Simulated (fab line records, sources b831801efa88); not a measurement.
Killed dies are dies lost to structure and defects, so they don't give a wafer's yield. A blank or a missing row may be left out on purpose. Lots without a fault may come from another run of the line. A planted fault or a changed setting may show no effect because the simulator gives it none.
Which tool did it? | flow gf180mcu | 12 lots, 36 wafers sampled, at 4 steps of a route of 602

WHAT THE GAUGES READ, wafer by wafer
GF_V2_RS_MEAS_24: measures by four-point-probe.
lot  | measured     | on            | V2_W_RS (ohm/sq)
L461 | day 21 01:50 | film_metro-04 | 0.319 0.319 0.321
L462 | day 21 15:44 | film_metro-04 | 0.328 0.328 0.330
L463 | day 22 07:30 | film_metro-02 | 0.324 0.316 0.321
L464 | day 22 09:38 | film_metro-02 | 0.323 0.326 0.323
L466 | day 23 01:21 | film_metro-04 | 0.321 0.318 0.320
L467 | day 23 10:26 | film_metro-01 | 0.322 0.329 0.328
L468 | day 23 13:26 | film_metro-02 | 0.326 0.325 0.327
L469 | day 24 05:22 | film_metro-02 | 0.324 0.325 0.322
L470 | day 24 20:01 | film_metro-01 | 0.323 0.324 0.325
L474 | day 26 01:05 | film_metro-04 | 0.334 0.321 0.333
L476 | day 26 12:19 | film_metro-01 | 0.323 0.324 0.321
L478 | day 26 22:40 | film_metro-02 | 0.323 0.324 0.325

GF_M3_CD_MEAS_14: target cd 280 nm.
lot  | measured     | on        | cd_nm (nm)
L461 | day 22 02:10 | cd_sem-02 | 278.9 279.2 279.0
L462 | day 22 16:04 | cd_sem-01 | 280.6 280.8 280.7
L463 | day 23 07:19 | cd_sem-02 | 279.6 280.9 280.0
L464 | day 23 09:05 | cd_sem-01 | 282.2 282.7 282.4
L466 | day 24 00:35 | cd_sem-01 | 280.4 279.3 280.7
L467 | day 24 09:41 | cd_sem-02 | 280.0 280.5 279.7
L468 | day 24 11:53 | cd_sem-01 | 279.5 279.2 280.1
L469 | day 25 04:00 | cd_sem-01 | 274.8 273.8 273.8
L470 | day 25 17:38 | cd_sem-01 | 281.9 282.8 282.6
L474 | day 26 22:44 | cd_sem-02 | 277.2 276.5 276.7
L476 | day 27 09:15 | cd_sem-02 | 279.8 279.5 278.9
L478 | day 27 19:50 | cd_sem-01 | 278.9 280.8 280.0

WHICH TOOL RAN EACH LOT (tool, then ch and the chambers of the sampled wafers, then the start)
lot  | GF_V2_ETCH_16                      | GF_M3_EXPOSE_11
L461 | rie_diel-04 ch 1,2, day 21 00:35   | krf_scanner-02 ch 0, day 21 14:23
L462 | rie_diel-04 ch 1,3, day 21 14:49   | krf_scanner-02 ch 0, day 22 04:22
L463 | rie_diel-02 ch 0,3, day 22 06:33   | krf_scanner-02 ch 0, day 22 20:15
L464 | rie_diel-04 ch 1,2,3, day 22 08:46 | krf_scanner-02 ch 0, day 22 22:00
L466 | rie_diel-03 ch 0,3, day 23 00:26   | krf_scanner-02 ch 0, day 23 13:11
L467 | rie_diel-04 ch 0,1,2, day 23 09:29 | krf_scanner-02 ch 0, day 23 22:47
L468 | rie_diel-03 ch 0,1,2, day 23 12:32 | krf_scanner-02 ch 0, day 24 01:29
L469 | rie_diel-02 ch 0,2, day 24 04:28   | krf_scanner-02 ch 0, day 24 17:06
L470 | rie_diel-02 ch 0,1,2, day 24 19:08 | krf_scanner-01 ch 0, day 25 07:20
L474 | rie_diel-03 ch 0,1,2, day 26 00:11 | krf_scanner-02 ch 0, day 26 12:12
L476 | rie_diel-02 ch 1,2,3, day 26 11:26 | krf_scanner-01 ch 0, day 26 23:23
L478 | rie_diel-03 ch 0,1,2, day 26 21:44 | krf_scanner-01 ch 0, day 27 09:52
- GF_V2_ETCH_16: etches BARC in N2/H2.
- GF_M3_EXPOSE_11: exposes mask Metal3, target cd 280 nm.

WHAT THE TOOLS THEMSELVES READ (means of the sampled wafers that have a number; where no wafer has one, the mark that the record gives instead)
GF_V2_ETCH_16.
lot  | tool        | drypump_motor_current_A (A) | oes_product_au (a.u.) | rf_fwd_power_W (W) | throttle_valve_pct (%)
L461 | rie_diel-04 | 5.1                         | 0.854                 | 495.6              | 13.226
L462 | rie_diel-04 | 5.6                         | 0.852                 | 493.8              | 13.227
L463 | rie_diel-02 | 5.4                         | 0.856                 | 493.2              | 13.227
L464 | rie_diel-04 | 5.2                         | 0.850                 | 495.2              | 13.235
L466 | rie_diel-03 | 6.2                         | 0.854                 | 492.2              | 13.219
L467 | rie_diel-04 | 5.1                         | 0.854                 | 494.1              | 13.226
L468 | rie_diel-03 | 6.0                         | 0.851                 | 495.6              | 13.223
L469 | rie_diel-02 | 6.3                         | 0.854                 | 493.1              | 13.225
L470 | rie_diel-02 | 5.9                         | 0.853                 | 493.5              | 13.230
L474 | rie_diel-03 | 6.0                         | 0.852                 | 493.7              | 13.221
L476 | rie_diel-02 | 5.7                         | 0.857                 | 495.3              | 13.222
L478 | rie_diel-03 | 6.0                         | 0.850                 | 492.9              | 13.225

GF_M3_EXPOSE_11.
lot  | tool           | exposure_dose_mJ_cm2
L461 | krf_scanner-02 | 27.982
L462 | krf_scanner-02 | 27.995
L463 | krf_scanner-02 | 27.982
L464 | krf_scanner-02 | 27.999
L466 | krf_scanner-02 | 27.993
L467 | krf_scanner-02 | 28.021
L468 | krf_scanner-02 | 27.995
L469 | krf_scanner-02 | 29.148
L470 | krf_scanner-01 | 28.002
L474 | krf_scanner-02 | 28.590
L476 | krf_scanner-01 | 28.030
L478 | krf_scanner-01 | 27.993

THE ANSWER, worked out from the rows above alone
Rule: what is usual is taken from the lots themselves. Put in order of their means at a reading, lots are off if they are a third of the lots or fewer, leave a main group of 4 or more, and stand apart from it by a gap of 3 or more times the standard deviation of the main group's means; of several such gaps the widest counts. A main group whose means are all the same, to the digits that the tables above print for the reading, isn't used. A lot without any number at a reading at which 4 lots or more have one is off too. The other lots that the step has rows for count as sound. The gauges are gone through in route order, then the tools' own readings, and for those a lot's mean is taken as printed above. The first step at which some lot is off is used, and at that step the reading that is off furthest; a lot without a number counts as furthest.
Off: L469, L474, at GF_M3_EXPOSE_11 (exposure_dose_mJ_cm2). The main group: mean 27.999, standard deviation 0.015.
A tool fits if, at that step or a process step before it, it ran every lot that is off, and no sound lot after the first of them. One fits: krf_scanner-02 at GF_M3_EXPOSE_11. Its last sound lot is L468 (day 24 01:29), its first lot that is off L469 (day 24 17:06): a fault that began between those two fits.
The tool's own readings at GF_M3_EXPOSE_11 bear it out: on the lots that are off they differ by more than 5 times the standard deviation of the sound lots' means. exposure_dose_mJ_cm2 reads 28.869 there against 27.999 on the sound lots.

WHAT THE SIMULATOR HAD PUT IN
Process parameter drift: krf_scanner-02, from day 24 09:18 on, at GF_M3_EXPOSE_11. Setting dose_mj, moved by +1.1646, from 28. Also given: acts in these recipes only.
Lots struck among those shown: L469, L474. The rule above found the same.
